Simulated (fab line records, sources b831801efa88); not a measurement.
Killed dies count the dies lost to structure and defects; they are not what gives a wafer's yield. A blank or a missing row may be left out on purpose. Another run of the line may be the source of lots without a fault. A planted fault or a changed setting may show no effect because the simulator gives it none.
Which tool is to blame? -- flow gf180mcu -- 72 wafers from 24 lots sampled at 6 of the route's 602 steps

## WHAT THE GAUGES SHOWED, per wafer
GF_V3_THK_MEAS_03. Usual: V3_CVD_02_THK 850 nm, standard deviation 11.
lot,measured,on,V3_CVD_02_THK (nm),flag
L074,day 21 14:01,film-metro-02,854 849 853,
L075,day 22 07:03,film-metro-02,847 857 859,
L076,day 22 12:34,film-metro-01,830 856 858,
L077,day 22 22:47,film-metro-02,846 833 862,
L078,day 23 05:28,film-metro-04,855 860 875,
L079,day 23 19:17,film-metro-04,858 871 862,
L080,day 23 22:02,film-metro-04,850 841 868,
L081,day 24 18:41,film-metro-01,835 839 826,
L082,day 25 00:26,film-metro-01,863 859 860,
L083,day 25 02:49,film-metro-01,861 837 850,
L084,day 25 12:50,film-metro-04,852 848 850,
L085,day 25 14:24,film-metro-04,843 861 858,
L086,day 26 02:39,film-metro-04,848 863 866,
L087,day 26 12:00,film-metro-01,834 844 831,
L088,day 26 19:13,film-metro-04,858 851 857,
L089,day 26 23:32,film-metro-02,853 869 856,
L090,day 27 07:57,film-metro-04,842 857 851,
L091,day 27 13:09,film-metro-01,826 836 836,
L092,day 27 23:50,film-metro-04,846 865 860,
L093,day 28 03:53,film-metro-01,862 834 851,
L094,day 28 09:50,film-metro-01,839 838 842,
L095,day 28 20:19,film-metro-04,839 848 853,
L096,day 28 22:52,film-metro-04,841 838 854,
L097,day 29 03:43,film-metro-04,846 845 846,

GF_V3_BOW_MEAS_05. Usual: V3_BOW 115 um, standard deviation 7.6.
lot,measured,on,V3_BOW (um),flag
L074,day 21 14:23,film-metro-01,114 118 118,
L075,day 22 07:25,film-metro-01,125 110 115,
L076,day 22 12:56,film-metro-02,122 116 104,
L077,day 22 23:10,film-metro-04,117 113 113,
L078,day 23 05:49,film-metro-02,112 108 127,
L079,day 23 19:40,film-metro-01,119 125 119,
L080,day 23 22:24,film-metro-01,119 126 128,
L081,day 24 19:02,film-metro-02,112 124 107,
L082,day 25 00:49,film-metro-04,116 117 113,
L083,day 25 03:12,film-metro-02,111 113 116,
L084,day 25 13:14,film-metro-02,106 110 118,
L085,day 25 14:47,film-metro-04,124 127 126,
L086,day 26 03:01,film-metro-02,117 117 111,
L087,day 26 12:22,film-metro-02,125 118 121,
L088,day 26 19:35,film-metro-04,113 101 113,
L089,day 26 23:54,film-metro-04,123 133 118,
L090,day 27 08:19,film-metro-04,112 114 119,
L091,day 27 13:31,film-metro-02,112 111 110,
L092,day 28 00:12,film-metro-04,116 103 117,
L093,day 28 04:17,film-metro-02,111 109 121,
L094,day 28 10:12,film-metro-01,111 94 108,
L095,day 28 20:41,film-metro-01,119 122 114,
L096,day 28 23:14,film-metro-04,115 129 117,
L097,day 29 04:05,film-metro-01,114 114 120,

GF_V3_CD_MEAS_14: target cd 260 nm. Usual: cd-nm 259.8 nm, standard deviation 1.3.
lot,measured,on,cd-nm (nm),flag
L074,day 22 14:06,cd-sem-01,260.1 259.3 260.1,
L075,day 23 06:50,cd-sem-01,261.0 260.1 259.9,
L076,day 23 12:18,cd-sem-02,258.5 256.7 257.1,
L077,day 23 22:03,cd-sem-01,260.4 259.1 259.8,
L078,day 24 04:43,cd-sem-01,259.6 259.5 258.5,
L079,day 24 17:46,cd-sem-01,259.6 259.4 258.8,
L080,day 24 21:02,cd-sem-02,259.2 260.4 259.3,
L081,day 25 16:23,cd-sem-02,260.4 262.7 261.7,
L082,day 25 22:26,cd-sem-01,261.9 260.4 260.6,
L083,day 25 23:50,cd-sem-01,258.9 258.5 258.6,
L084,day 26 10:31,cd-sem-02,259.7 259.4 260.0,
L085,day 26 12:37,cd-sem-02,258.6 258.5 257.7,
L086,day 26 23:59,cd-sem-02,261.6 261.8 261.2,
L087,day 27 09:32,cd-sem-02,260.4 261.5 261.2,
L088,day 27 18:39,cd-sem-02,257.0 258.0 259.2,
L089,day 27 20:14,cd-sem-02,261.3 261.1 262.2,
L090,day 28 04:33,cd-sem-02,258.0 257.4 258.7,
L091,day 28 09:27,cd-sem-02,259.8 261.2 259.0,
L092,day 28 20:34,cd-sem-02,257.7 258.5 258.1,
L093,day 28 23:38,cd-sem-02,260.9 261.6 262.0,
L094,day 29 05:22,cd-sem-02,260.0 259.0 258.8,
L095,day 29 15:44,cd-sem-01,261.1 259.8 259.8,
L096,day 29 18:21,cd-sem-02,260.8 260.3 261.6,
L097,day 29 23:11,cd-sem-01,260.0 260.1 259.1,

GF_V3_OVL_MEAS_15. Usual: V3_OVL 0 nm, standard deviation 6.4.
lot,measured,on,V3_OVL (nm),flag
L074,day 22 14:12,overlay-02,-5 -5 -1,
L075,day 23 06:57,overlay-01,4 0 0,
L076,day 23 12:24,overlay-01,3 1 -1,
L077,day 23 22:09,overlay-01,-8 -1 -5,
L078,day 24 04:50,overlay-01,-5 1 1,
L079,day 24 17:52,overlay-01,-3 -2 4,
L080,day 24 21:09,overlay-02,-5 1 -3,
L081,day 25 16:30,overlay-02,10 1 13,
L082,day 25 22:31,overlay-02,-8 -12 -3,
L083,day 25 23:55,overlay-02,1 6 0,
L084,day 26 10:35,overlay-01,0 -5 2,
L085,day 26 12:43,overlay-02,1 -7 5,
L086,day 27 00:06,overlay-02,0 -5 -8,
L087,day 27 09:39,overlay-01,0 -3 0,
L088,day 27 18:45,overlay-02,3 10 -6,
L089,day 27 20:21,overlay-02,-6 -3 -6,
L090,day 28 04:40,overlay-01,2 2 6,
L091,day 28 09:33,overlay-02,12 15 7,
L092,day 28 20:41,overlay-02,-5 -7 -7,
L093,day 28 23:43,overlay-02,10 2 8,
L094,day 29 05:29,overlay-02,-10 -10 -3,
L095,day 29 15:51,overlay-01,4 1 -3,
L096,day 29 18:27,overlay-02,-12 -7 -10,
L097,day 29 23:18,overlay-01,11 13 9,

GF_M4_RS_MEAS_05: measurement is done with a four-point probe. Usual: M4_ALCU_RS 0.0693 ohm/sq, standard deviation 0.00074.
lot,measured,on,M4_ALCU_RS (ohm/sq),flag
L074,day 22 15:52,film-metro-01,0.0690 0.0687 0.0701,
L075,day 23 08:34,film-metro-01,0.0684 0.0698 0.0689,
L076,day 23 14:04,film-metro-03,0.0687 0.0698 0.0703,
L077,day 23 23:47,film-metro-03,0.0689 0.0686 0.0684,
L078,day 24 06:28,film-metro-02,0.0690 0.0686 0.0689,
L079,day 24 19:32,film-metro-01,0.0691 0.0691 0.0688,
L080,day 24 23:20,film-metro-03,0.0695 0.0689 0.0703,
L081,day 25 18:07,film-metro-01,0.0685 0.0682 0.0682,
L082,day 26 00:14,film-metro-02,0.0695 0.0689 0.0693,
L083,day 26 01:49,film-metro-01,0.0685 0.0686 0.0686,
L084,day 26 12:15,film-metro-02,0.0697 0.0691 0.0692,
L085,day 26 14:21,film-metro-03,0.0687 0.0691 0.0692,
L086,day 27 01:45,film-metro-02,0.0686 0.0681 0.0685,
L087,day 27 11:19,film-metro-01,0.0690 0.0691 0.0694,
L088,day 27 20:47,film-metro-02,0.0683 0.0694 0.0691,
L089,day 27 22:22,film-metro-03,0.0680 0.0689 0.0685,
L090,day 28 06:17,film-metro-02,0.0696 0.0697 0.0698,
L091,day 28 11:13,film-metro-01,0.0709 0.0695 0.0700,
L092,day 28 23:29,film-metro-01,0.0695 0.0703 0.0710,
L093,day 29 01:24,film-metro-02,0.0691 0.0687 0.0694,
L094,day 29 07:08,film-metro-02,0.0709 0.0692 0.0710,
L095,day 29 17:29,film-metro-03,0.0693 0.0700 0.0688,
L096,day 29 20:05,film-metro-02,0.0683 0.0689 0.0683,
L097,day 30 00:58,film-metro-03,0.0706 0.0694 0.0697,

## WHAT TOOL EACH LOT RAN ON (gives the tool, then ch and the chambers of the sampled wafers, and finally the start)
lot,GF_V2_ETCH_17
L074,"rie-diel-03 ch 0,2,3, day 21 14:01 or earlier"
L075,"rie-diel-03 ch 0,1,3, day 22 07:03 or earlier"
L076,"rie-diel-04 ch 0,3, day 22 12:34 or earlier"
L077,"rie-diel-04 ch 2,3, day 22 22:47 or earlier"
L078,"rie-diel-02 ch 2,3, day 23 05:28 or earlier"
L079,"rie-diel-04 ch 0,3, day 23 19:17 or earlier"
L080,"rie-diel-02 ch 0,2, day 23 22:02 or earlier"
L081,"rie-diel-03 ch 0,1,2, day 24 18:41 or earlier"
L082,"rie-diel-02 ch 1,2,3, day 25 00:26 or earlier"
L083,"rie-diel-03 ch 2,3, day 25 02:49 or earlier"
L084,"rie-diel-02 ch 1,2,3, day 25 12:50 or earlier"
L085,"rie-diel-04 ch 0,1, day 25 14:24 or earlier"
L086,"rie-diel-02 ch 0,2, day 26 02:39 or earlier"
L087,"rie-diel-04 ch 0,1,3, day 26 12:00 or earlier"
L088,"rie-diel-04 ch 1,2,3, day 26 19:13 or earlier"
L089,"rie-diel-03 ch 0,1, day 26 23:32 or earlier"
L090,"rie-diel-04 ch 2,3, day 27 07:57 or earlier"
L091,"rie-diel-02 ch 0,2,3, day 27 13:09 or earlier"
L092,"rie-diel-03 ch 0,3, day 27 23:50 or earlier"
L093,"rie-diel-02 ch 0,2,3, day 28 03:53 or earlier"
L094,"rie-diel-04 ch 0,1,3, day 28 09:50 or earlier"
L095,"rie-diel-04 ch 0,2, day 28 20:19 or earlier"
L096,"rie-diel-02 ch 2,3, day 28 22:52 or earlier"
L097,"rie-diel-03 ch 1,2, day 29 03:43 or earlier"
- GF_V2_ETCH_17: etches SiO2 in C4F8/O2/Ar, stops on TiN, target depth 630 nm.

## WHAT THE TOOLS THEMSELVES READ (means of the sampled wafers that have a number; where no wafer has one, the mark that the record gives instead)
GF_V2_ETCH_17. Usual: oes-product-au 0.857 a.u., standard deviation 0.0048.
lot,tool,oes-product-au (a.u.),flag
L074,rie-diel-03,0.861,
L075,rie-diel-03,0.851,
L076,rie-diel-04,0.859,
L077,rie-diel-04,0.857,
L078,rie-diel-02,0.855,
L079,rie-diel-04,0.854,
L080,rie-diel-02,0.855,
L081,rie-diel-03,0.861,
L082,rie-diel-02,0.861,
L083,rie-diel-03,0.853,
L084,rie-diel-02,0.857,
L085,rie-diel-04,0.853,
L086,rie-diel-02,0.860,
L087,rie-diel-04,0.860,
L088,rie-diel-04,0.861,
L089,rie-diel-03,0.858,
L090,rie-diel-04,0.857,
L091,rie-diel-02,0.861,
L092,rie-diel-03,0.858,
L093,rie-diel-02,0.856,
L094,rie-diel-04,0.857,
L095,rie-diel-04,0.860,
L096,rie-diel-02,0.855,
L097,rie-diel-03,0.852,

## THE ANSWER, worked out from the rows above alone
Rule: lot off if the mean of its wafers having a number is beyond 3 standard deviations from the usual mean. A lot without any number at a reading at which 4 lots or more have one is off too. Any other lot the step has rows for is counted as sound. First the gauges in route order, then the tools' own readings, where a lot's mean is used as printed above. The first step at which some lot is off is used, and at that step the reading that is off furthest; a lot without a number counts as furthest.
Nothing can be told from this: no lot is off at any reading shown.

## WHAT HAD BEEN PUT IN BY THE SIMULATOR
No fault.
